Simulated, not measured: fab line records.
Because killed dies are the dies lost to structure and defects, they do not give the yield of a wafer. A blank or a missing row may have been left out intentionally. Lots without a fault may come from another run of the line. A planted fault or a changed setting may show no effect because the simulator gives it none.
fab line records -- flow gf180mcu
record lots=6, wafers=18, lastDay=34
route steps=602 shown HV_LDD@225 NSD@235
lots that met no fault: taken from a fault-free run of the same line
startH: hours from the record's opening day to when the first of the lot's shown wafers began -- waitH: hours from the lot's prior step to this one -- " as in the row above -- L1.1+2: one row covering several wafers at once -- - value missing, or start not given -- * or withheld: withheld -- < > ~ a bound
route shown NAME@n: a module of which the file shows steps, and the number in the route of the first -- usual: the fault-free wafers' mean and standard deviation -- same: alike in all rows -- chamber/n: place in a boat -- sites: readings site by site -- _std_site: their standard deviation -- _edge_site: mean of outer sites minus mean of inner sites -- radiusMm: how far each site lies from the wafer's centre -- mask NAME#n: copy n -- behind: the tool/chamber that last shaped the wafer -- hold: why the lot was held/for how many hours/how that ended -- device: whichever transistor did not switch (one of n, p or np) -- end of line: at the end of the route, the tests of the same wafers -- a step without rows: its recipe alone -- killed: the dies lost at the first sort to structure and to defects; this is not the yield of the wafer -- map: shows each die of a wafer: x if killed, . if not, _ if none is there
set.NAME: setting as actually run; set.NAME@STEP: the setting as run at that earlier step -- model.NAME: the simulator's own value behind a step, which no gauge read
lots seen at some steps along the route; tables by step, rows by wafer
services: the hour from which a tool's chamber was out of use, counted from the record's first day as startH (under 0 if before that day), plus the number of hours and why
## steps
# step GF_HV_LDD_STRIP_49
# recipe chemistry=O2/N2, powerW=1400, pressureMtorr=1500, platenTempC=250, o2FlowSccm=3000, n2FlowSccm=300, overashFraction=0.5
# usual drypumpMotorCurrentA=5.9/0.43, heaterPowerW=310/12, oesProductAu=0.716/0.0045, stripTimeToEndpointS=12.63/0.039
lot.wafer,tool,chamber,startH,waitH,drypumpMotorCurrentA,heaterPowerW,oesProductAu,rfHoursCounterH,stripTimeToEndpointS
L122.2,plasmaAsher-02,0,294.31,0.1,5.2,311,0.715,68,12.63
L122.5,plasmaAsher-02,0,294.31,0.1,5.3,319,0.717,-,12.69
L122.6,plasmaAsher-02,1,294.31,0.1,5.8,324,0.706,-,12.62
L124.3,plasmaAsher-03,0,302.33,0.1,5.9,309,0.724,-,12.55
L124.5,plasmaAsher-03,0,302.33,0.1,5.9,304,0.716,-,12.53
L124.6,plasmaAsher-03,1,302.33,0.1,6.6,307,0.715,-,12.57
L134.2,plasmaAsher-02,0,387.09,0.1,5.2,310,0.721,78,12.60
L134.4,plasmaAsher-02,0,387.09,0.1,5.2,314,0.706,-,12.61
L134.5,plasmaAsher-02,0,387.09,0.1,5.2,324,0.715,-,12.62
L136.2,plasmaAsher-02,1,403.54,0.1,5.8,330,0.709,80,12.67
L136.4,plasmaAsher-02,1,403.54,0.1,5.8,323,0.716,-,12.66
L136.6,plasmaAsher-02,0,403.54,0.1,5.3,312,0.716,-,12.67
L139.3,plasmaAsher-03,0,438.82,0.1,5.9,300,0.720,-,12.69
L139.5,plasmaAsher-03,1,438.82,0.1,6.5,305,0.715,-,12.69
L139.6,plasmaAsher-03,0,438.82,0.1,5.9,303,0.724,-,12.69
L142.3,plasmaAsher-01,1,468.47,0.1,5.5,299,0.716,-,12.64
L142.4,plasmaAsher-01,0,468.47,0.1,6.0,303,0.718,-,12.60
L142.5,plasmaAsher-01,1,468.47,0.1,5.5,289,0.724,-,12.58
# step GF_HV_LDD_TW_MEAS_50
# usual HV_LDD_4_TW=561/10
lot.wafer,tool,chamber,startH,waitH,HV_LDD_4_TW
L122.2,filmMetro-02,-,294.41,0.1,553
L122.5,filmMetro-02,-,294.41,0.1,554
L122.6,filmMetro-02,-,294.41,0.1,553
L124.3,filmMetro-03,-,302.41,0.1,577
L124.5,filmMetro-03,-,302.41,0.1,576
L124.6,filmMetro-03,-,302.41,0.1,576
L134.2,filmMetro-02,-,387.20,0.1,549
L134.4,filmMetro-02,-,387.20,0.1,553
L134.5,filmMetro-02,-,387.20,0.1,554
L136.2,filmMetro-03,-,403.65,0.1,578
L136.4,filmMetro-03,-,403.65,0.1,580
L136.6,filmMetro-03,-,403.65,0.1,579
L139.3,filmMetro-02,-,438.91,0.1,554
L139.5,filmMetro-02,-,438.91,0.1,555
L139.6,filmMetro-02,-,438.91,0.1,558
L142.3,filmMetro-01,-,468.56,0.1,561
L142.4,filmMetro-01,-,468.56,0.1,560
L142.5,filmMetro-01,-,468.56,0.1,559
# step GF_HV_LDD_CLEAN_51
# recipe chemistry=SC1/SC2, mix=1:4:20, tempC=70, timeS=150, dry=n2Spin
# step GF_HV_LDD_RTA_52
# recipe tempC=1000, timeS=10, ambient=N2
# usual lampPowerPct=37.6/2.2, wafer_temp_C_max=1003.8/0.76
lot.wafer,tool,chamber,startH,waitH,lampPowerPct,wafer_temp_C_max
L122.2,rtpAnneal-01,0,294.53,0.0,40.0,1004.5
L122.5,rtpAnneal-01,0,294.53,0.0,39.9,1002.2
L122.6,rtpAnneal-01,0,294.53,0.0,40.0,1003.8
L124.3,rtpAnneal-01,0,302.53,0.0,40.0,1003.2
L124.5,rtpAnneal-01,0,302.53,0.0,39.9,1003.3
L124.6,rtpAnneal-01,0,302.53,0.0,39.9,1004.2
L134.2,rtpAnneal-02,0,387.31,0.0,35.6,1004.2
L134.4,rtpAnneal-02,0,387.31,0.0,35.6,1004.4
L134.5,rtpAnneal-02,0,387.31,0.0,35.6,1003.7
L136.2,rtpAnneal-01,0,403.77,0.0,39.9,1003.5
L136.4,rtpAnneal-01,0,403.77,0.0,40.0,1002.1
L136.6,rtpAnneal-01,0,403.77,0.0,39.9,1004.7
L139.3,rtpAnneal-02,0,439.02,0.0,35.7,1003.5
L139.5,rtpAnneal-02,0,439.02,0.0,35.6,1004.9
L139.6,rtpAnneal-02,0,439.02,0.0,35.6,1003.6
L142.3,rtpAnneal-02,0,468.70,0.0,35.6,1004.0
L142.4,rtpAnneal-02,0,468.70,0.0,35.7,1005.8
L142.5,rtpAnneal-02,0,468.70,0.0,35.6,1003.9
# step GF_HV_LDD_RS_MEAS_53
# recipe thkMeasGauge=four-point-probe
# usual HV_LDD_RS=418.8/0.85
lot.wafer,tool,chamber,startH,waitH,HV_LDD_RS[ohm/sq]
L122.2,filmMetro-03,-,294.60,0.1,418.1
L122.5,filmMetro-03,-,294.60,0.1,419.8
L122.6,filmMetro-03,-,294.60,0.1,418.8
L124.3,filmMetro-02,-,302.61,0.1,418.6
L124.5,filmMetro-02,-,302.61,0.1,418.5
L124.6,filmMetro-02,-,302.61,0.1,417.7
L134.2,filmMetro-03,-,387.39,0.1,419.3
L134.4,filmMetro-03,-,387.39,0.1,419.5
L134.5,filmMetro-03,-,387.39,0.1,419.1
L136.2,filmMetro-03,-,403.84,0.1,418.1
L136.4,filmMetro-03,-,403.84,0.1,419.8
L136.6,filmMetro-03,-,403.84,0.1,419.9
L139.3,filmMetro-03,-,439.11,0.1,418.5
L139.5,filmMetro-03,-,439.11,0.1,418.1
L139.6,filmMetro-03,-,439.11,0.1,418.3
L142.3,filmMetro-03,-,468.83,0.1,419.8
L142.4,filmMetro-03,-,468.83,0.1,419.6
L142.5,filmMetro-03,-,468.83,0.1,420.4
# step GF_HV_LDD_CVD_54
# recipe material=SiO2, targetThkNm=10, precursor=TEOS, tempC=680, timeS=75, pressureMtorr=400
# step GF_HV_LDD_THK_MEAS_55
# recipe reads=SiO2_of_HV_LDD_CVD_54
# usual HV_LDD_CVD_54_THK=9.98/0.15
lot.wafer,tool,chamber,startH,waitH,HV_LDD_CVD_54_THK[nm]
L122.2,filmMetro-01,-,295.73,0.0,10.10
L122.5,filmMetro-01,-,295.73,0.0,10.05
L122.6,filmMetro-01,-,295.73,0.0,10.12
L124.3,filmMetro-03,-,304.07,0.0,9.81
L124.5,filmMetro-03,-,304.07,0.0,9.69
L124.6,filmMetro-03,-,304.07,0.0,9.74
L134.2,filmMetro-01,-,389.03,0.0,10.03
L134.4,filmMetro-01,-,389.03,0.0,10.10
L134.5,filmMetro-01,-,389.03,0.0,9.97
L136.2,filmMetro-03,-,404.97,0.0,10.06
L136.4,filmMetro-03,-,404.97,0.0,10.04
L136.6,filmMetro-03,-,404.97,0.0,10.15
L139.3,filmMetro-02,-,440.54,0.0,10.21
L139.5,filmMetro-02,-,440.54,0.0,10.24
L139.6,filmMetro-02,-,440.54,0.0,10.35
L142.3,filmMetro-03,-,469.95,0.0,10.05
L142.4,filmMetro-03,-,469.95,0.0,10.09
L142.5,filmMetro-03,-,469.95,0.0,10.11
# step GF_HV_LDD_CVD_56
# recipe material=Si3N4, precursor=DCS/NH3, targetThkNm=90, tempC=770, timeS=1543, pressureMtorr=250
# step GF_HV_LDD_THK_MEAS_57
# recipe reads=Si3N4_of_HV_LDD_CVD_56
# usual HV_LDD_CVD_56_THK=89.9/0.67
lot.wafer,tool,chamber,startH,waitH,HV_LDD_CVD_56_THK[nm]
L122.2,filmMetro-03,-,297.22,0.0,90.6
L122.5,filmMetro-03,-,297.22,0.0,90.3
L122.6,filmMetro-03,-,297.22,0.0,90.3
L124.3,filmMetro-03,-,305.56,0.0,89.2
L124.5,filmMetro-03,-,305.56,0.0,89.9
L124.6,filmMetro-03,-,305.56,0.0,89.4
L134.2,filmMetro-03,-,390.52,0.0,88.9
L134.4,filmMetro-03,-,390.52,0.0,89.1
L134.5,filmMetro-03,-,390.52,0.0,88.8
L136.2,filmMetro-01,-,406.51,0.1,89.7
L136.4,filmMetro-01,-,406.51,0.1,89.6
L136.6,filmMetro-01,-,406.51,0.1,90.1
L139.3,filmMetro-03,-,442.03,0.0,90.4
L139.5,filmMetro-03,-,442.03,0.0,90.2
L139.6,filmMetro-03,-,442.03,0.0,91.0
L142.3,filmMetro-01,-,471.44,0.0,91.0
L142.4,filmMetro-01,-,471.44,0.0,90.9
L142.5,filmMetro-01,-,471.44,0.0,90.9
# step GF_HV_LDD_ETCHBACK_58
# recipe chemistry=CH3F/O2, target=Si3N4, stopOn=SiO2, sourceW=400, biasW=80, pressureMtorr=25, ch3fFlowSccm=40, O2_flow_sccm=30, timeS=100, targetDepthA=900
# usual drypumpMotorCurrentA=5.6/0.63, oesProductAu=0.842/0.0059, throttleValvePct=10.562/0.0094
lot.wafer,tool,chamber,startH,waitH,drypumpMotorCurrentA,oesProductAu,rfHoursCounterH,throttleValvePct
L122.2,rieDiel-01,0,297.27,0.0,5.6,0.851,81,10.549
L122.5,rieDiel-01,2,297.27,0.0,5.5,0.841,-,10.557
L122.6,rieDiel-01,3,297.27,0.0,4.9,0.844,-,10.554
L124.3,rieDiel-03,3,305.60,0.0,5.1,0.831,124,10.548
L124.5,rieDiel-03,1,305.60,0.0,6.7,0.841,-,10.566
L124.6,rieDiel-03,3,305.60,0.0,5.2,0.842,-,10.554
L134.2,rieDiel-01,2,390.57,0.0,5.5,0.830,6,10.555
L134.4,rieDiel-01,3,390.57,0.0,4.9,0.834,19,10.564
L134.5,rieDiel-01,1,390.57,0.0,6.5,0.836,-,10.561
L136.2,rieDiel-03,1,406.56,0.0,6.7,0.847,4,10.577
L136.4,rieDiel-03,2,406.56,0.0,5.3,0.840,20,10.564
L136.6,rieDiel-03,0,406.56,0.0,4.7,0.847,-,10.551
L139.3,rieDiel-03,3,442.07,0.0,5.1,0.849,2,10.560
L139.5,rieDiel-03,3,442.07,0.0,5.2,0.848,-,10.558
L139.6,rieDiel-03,2,442.07,0.0,5.3,0.852,-,10.562
L142.3,rieDiel-03,1,471.48,0.0,6.7,0.844,6,10.540
L142.4,rieDiel-03,0,471.48,0.0,4.8,0.834,2,10.594
L142.5,rieDiel-03,1,471.48,0.0,6.7,0.849,-,10.574
# step GF_NSD_DEHYDRATE_00
# recipe tempC=200, timeS=60
# step GF_NSD_HMDS_01
# recipe primeTimeS=60, primeTempC=120
# step GF_NSD_COAT_02
# recipe resist=NOVOLAK, spinRpm=3000, resistThkNm=1000
# usual spinSpeedRpm=3000.1/1.8
lot.wafer,tool,chamber,startH,waitH,spinSpeedRpm,model.NOVOLAK_of_NSD_COAT_02.thkNm
L122.2,lithoTrack-03,0,307.21,0.1,3000.0,998.9
L122.5,lithoTrack-03,0,307.21,0.1,2999.3,1003
L122.6,lithoTrack-03,0,307.21,0.1,3001.6,999.1
L124.3,lithoTrack-04,0,315.15,0.1,2999.8,996.9
L124.5,lithoTrack-04,0,315.15,0.1,2997.2,998.9
L124.6,lithoTrack-04,0,315.15,0.1,2997.5,997.5
L134.2,lithoTrack-03,0,402.31,0.1,2881.9,1022
L134.4,lithoTrack-03,0,402.31,0.1,2881.1,1025
L134.5,lithoTrack-03,0,402.31,0.1,2882.4,1028
L136.2,lithoTrack-03,0,417.81,0.1,2880.9,1026
L136.4,lithoTrack-03,0,417.81,0.1,2884.0,1022
L136.6,lithoTrack-03,0,417.81,0.1,2883.3,1022
L139.3,lithoTrack-04,0,454.05,0.1,3004.5,997.1
L139.5,lithoTrack-04,0,454.05,0.1,3000.8,997.5
L139.6,lithoTrack-04,0,454.05,0.1,3003.2,997.6
L142.3,lithoTrack-01,0,483.23,0.1,2999.0,996.4
L142.4,lithoTrack-01,0,483.23,0.1,3002.0,997.8
L142.5,lithoTrack-01,0,483.23,0.1,3000.0,999.4
# step GF_NSD_SOFTBAKE_03
# recipe tempC=90, timeS=60, resist=NOVOLAK
# step GF_NSD_EXPOSE_04
# recipe maskId=Nplus, targetCdNm=400, na=0.6, sourceShape=conventional, sigmaOuter=0.6, doseMj=140
# step GF_NSD_PEB_05
# recipe tempC=withheld, timeS=*, resist=NOVOLAK
# step GF_NSD_DEVELOP_06
# recipe developTimeS=60, devTempC=23
# usual developerTempC=22.97/0.097
lot.wafer,tool,chamber,startH,waitH,developerTempC,model.NOVOLAK_of_NSD_COAT_02.thkNm
L122.2,lithoTrack-03,0,316.96,0.1,23.05,998.5
L122.5,lithoTrack-03,0,316.96,0.1,23.01,1003
L122.6,lithoTrack-03,0,316.96,0.1,22.98,998.7
L124.3,lithoTrack-04,0,326.00,0.1,22.97,996.5
L124.5,lithoTrack-04,0,326.00,0.1,22.89,998.5
L124.6,lithoTrack-04,0,326.00,0.1,22.82,997.1
L134.2,lithoTrack-03,0,413.96,0.1,23.17,1021
L134.4,lithoTrack-03,0,413.96,0.1,23.01,1024
L134.5,lithoTrack-03,0,413.96,0.1,23.15,1027
L136.2,lithoTrack-01,0,429.76,0.1,22.92,1026
L136.4,lithoTrack-01,0,429.76,0.1,23.12,1022
L136.6,lithoTrack-01,0,429.76,0.1,22.94,1022
L139.3,lithoTrack-03,0,465.78,0.1,22.74,996.7
L139.5,lithoTrack-03,0,465.78,0.1,22.88,997.1
L139.6,lithoTrack-03,0,465.78,0.1,22.90,997.2
L142.3,lithoTrack-04,0,494.60,0.1,22.98,996
L142.4,lithoTrack-04,0,494.60,0.1,22.94,997.4
L142.5,lithoTrack-04,0,494.60,0.1,23.02,999
# step GF_NSD_CD_MEAS_07
# recipe targetCdNm=400
# usual cdNm=400.1/2.3
lot.wafer,tool,chamber,startH,waitH,cdNm
L122.2,cdSem-02,-,317.10,0.1,399.6
L122.5,cdSem-02,-,317.10,0.1,398.9
L122.6,cdSem-02,-,317.10,0.1,398.2
L124.3,cdSem-02,-,326.14,0.1,398.4
L124.5,cdSem-02,-,326.14,0.1,400.0
L124.6,cdSem-02,-,326.14,0.1,396.5
L134.2,cdSem-01,-,414.18,0.2,399.9
L134.4,cdSem-01,-,414.18,0.2,402.1
L134.5,cdSem-01,-,414.18,0.2,401.2
L136.2,cdSem-02,-,429.91,0.1,395.6
L136.4,cdSem-02,-,429.91,0.1,397.0
L136.6,cdSem-02,-,429.91,0.1,397.9
L139.3,cdSem-02,-,465.92,0.1,404.3
L139.5,cdSem-02,-,465.92,0.1,401.9
L139.6,cdSem-02,-,465.92,0.1,403.4
L142.3,cdSem-01,-,494.74,0.1,400.1
L142.4,cdSem-01,-,494.74,0.1,399.8
L142.5,cdSem-01,-,494.74,0.1,398.2
# step GF_NSD_OVL_MEAS_08
# usual NSD_OVL=-0.8/1.3
lot.wafer,tool,chamber,startH,waitH,NSD_OVL[nm]
L122.2,overlay-02,-,317.21,0.1,-0.4
L122.5,overlay-02,-,317.21,0.1,-0.4
L122.6,overlay-02,-,317.21,0.1,-2.0
L124.3,overlay-02,-,326.23,0.1,-1.1
L124.5,overlay-02,-,326.23,0.1,-2.8
L124.6,overlay-02,-,326.23,0.1,-2.7
L134.2,overlay-01,-,414.28,0.1,-1.9
L134.4,overlay-01,-,414.28,0.1,-0.1
L134.5,overlay-01,-,414.28,0.1,-1.7
L136.2,overlay-02,-,430.01,0.1,-2.8
L136.4,overlay-02,-,430.01,0.1,-2.6
L136.6,overlay-02,-,430.01,0.1,-2.0
L139.3,overlay-02,-,466.01,0.1,-1.3
L139.5,overlay-02,-,466.01,0.1,-2.8
L139.6,overlay-02,-,466.01,0.1,-2.1
L142.3,overlay-01,-,494.83,0.1,-1.2
L142.4,overlay-01,-,494.83,0.1,-0.8
L142.5,overlay-01,-,494.83,0.1,-2.7
# step GF_NSD_IMPLANT_09
# recipe species=As, energyKev=60, doseCm2=4e+15, tiltDeg=7
# step GF_NSD_IMPLANT_10
# recipe species=P, energyKev=40, doseCm2=5e+14, tiltDeg=7
# step GF_NSD_STRIP_11
# recipe chemistry=O2/N2, powerW=1400, pressureMtorr=1500, platenTempC=250, o2FlowSccm=3000, n2FlowSccm=300, overashFraction=0.5
# usual drypumpMotorCurrentA=5.66/0.24, heaterPowerW=321/37, oesProductAu=0.486/0.0047, stripTimeToEndpointS=22.96/0.042
lot.wafer,tool,chamber,startH,waitH,drypumpMotorCurrentA,heaterPowerW,oesProductAu,rfHoursCounterH,stripTimeToEndpointS
L122.2,plasmaAsher-01,1,317.54,0.1,5.53,301,0.489,70,22.95
L122.5,plasmaAsher-01,0,317.54,0.1,5.97,292,0.487,-,22.99
L122.6,plasmaAsher-01,1,317.54,0.1,5.54,305,0.488,-,22.96
L124.3,plasmaAsher-01,0,326.59,0.1,6.00,293,0.478,-,22.98
L124.5,plasmaAsher-01,1,326.59,0.1,5.54,304,0.483,-,22.96
L124.6,plasmaAsher-01,0,326.59,0.1,6.00,288,0.478,-,22.97
L134.2,plasmaAsher-04,1,414.61,0.1,5.74,405,0.482,30,23.19
L134.4,plasmaAsher-04,1,414.61,0.1,5.73,412,0.495,-,23.23
L134.5,plasmaAsher-04,1,414.61,0.1,5.76,403,0.479,-,23.26
L136.2,plasmaAsher-04,0,430.34,0.1,5.66,312,0.496,32,23.27
L136.4,plasmaAsher-04,0,430.34,0.1,5.65,309,0.490,-,23.25
L136.6,plasmaAsher-04,0,430.34,0.1,5.64,312,0.481,-,23.24
L139.3,plasmaAsher-01,0,466.37,0.1,6.05,301,0.483,-,22.92
L139.5,plasmaAsher-01,1,466.37,0.1,5.50,284,0.495,-,22.92
L139.6,plasmaAsher-01,0,466.37,0.1,6.01,299,0.483,-,22.93
L142.3,plasmaAsher-01,0,495.19,0.1,5.96,302,0.487,-,22.90
L142.4,plasmaAsher-01,1,495.19,0.1,5.52,290,0.489,-,22.95
L142.5,plasmaAsher-01,0,495.19,0.1,5.99,302,0.492,-,22.97
# step GF_NSD_TW_MEAS_12
# usual NSD_TW=4187/33
lot.wafer,tool,chamber,startH,waitH,NSD_TW
L122.2,filmMetro-01,-,317.65,0.1,4193
L122.5,filmMetro-01,-,317.65,0.1,4189
L122.6,filmMetro-01,-,317.65,0.1,4182
L124.3,filmMetro-02,-,326.67,0.1,4159
L124.5,filmMetro-02,-,326.67,0.1,4171
L124.6,filmMetro-02,-,326.67,0.1,4145
L134.2,filmMetro-01,-,414.72,0.1,4168
L134.4,filmMetro-01,-,414.72,0.1,4185
L134.5,filmMetro-01,-,414.72,0.1,4198
L136.2,filmMetro-04,-,430.45,0.1,4229
L136.4,filmMetro-04,-,430.45,0.1,4225
L136.6,filmMetro-04,-,430.45,0.1,4245
L139.3,filmMetro-01,-,466.46,0.1,4158
L139.5,filmMetro-01,-,466.46,0.1,4181
L139.6,filmMetro-01,-,466.46,0.1,4188
L142.3,filmMetro-04,-,495.27,0.1,4225
L142.4,filmMetro-04,-,495.27,0.1,4226
L142.5,filmMetro-04,-,495.27,0.1,4194
## services
tool,chamber,startH,hours,kind
rieDiel-03,-,271.35,0.3,repair
rieDiel-03,-,275.18,0.7,repair
rieDiel-03,2,282.65,24.4,repair
rieDiel-03,-,286.32,4.3,pm
plasmaAsher-03,-,314.91,15.1,repair
plasmaAsher-02,-,317.50,3.6,repair
plasmaAsher-02,-,341.95,3.1,repair
plasmaAsher-01,-,345.48,1.3,repair
plasmaAsher-03,-,351.66,5.4,repair
plasmaAsher-04,-,352.56,0.4,repair
plasmaAsher-01,-,354.45,14.6,pm
rieDiel-01,1,354.84,5.3,repair
rieDiel-01,-,355.07,5.1,repair
plasmaAsher-01,-,373.64,1.2,repair
lithoTrack-03,-,411.38,-,consumableReplace:filter
plasmaAsher-01,-,421.25,9.0,pm
plasmaAsher-01,0,421.25,9.0,ventCycle
plasmaAsher-01,-,424.41,2.3,repair
lithoTrack-03,-,426.52,-,consumableReplace:filter
rieDiel-01,0,454.34,51.7,repair
plasmaAsher-04,-,460.81,3.2,repair
rieDiel-01,1,471.25,6.5,repair
plasmaAsher-02,-,471.54,1.0,repair
plasmaAsher-04,-,486.05,1.5,repair
## key
firstSign step=GF_NSD_COAT_02, reading=spinSpeedRpm, direction=down, sigmas=65, usual=*, struck=*
effect step=GF_NSD_STRIP_11, reading=stripTimeToEndpointS, direction=up, sigmas=6.6, usual=*, struck=*
modelEffect step=GF_NSD_COAT_02, value=NOVOLAK_of_NSD_COAT_02.thkNm, without=1004, struck=1024
modelEffect step=GF_NSD_DEVELOP_06, value=NOVOLAK_of_NSD_COAT_02.thkNm, without=1004, struck=1024
metAt GF_NSD_COAT_02
struckWafers L134.2,L134.4,L134.5,L136.2,L136.4,L136.6
testerLeftOut L134,L136
onsetBetween 307.21 402.31
fault kind=processParameterDrift, tool=lithoTrack-03, chamber=-, onsetH=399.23, steps=GF_NSD_COAT_02, channel=spinRpm, offset=*, shape=step, endH=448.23, actsIn=*, stated=*
# testerLeftOut: of these lots the tester's yield and bins aren't shown, on N5 and GAA mostly nor the transistor test; their killed dies are dies lost to structure and defects alone, not to doping, threshold or leakage, so they don't give the yield
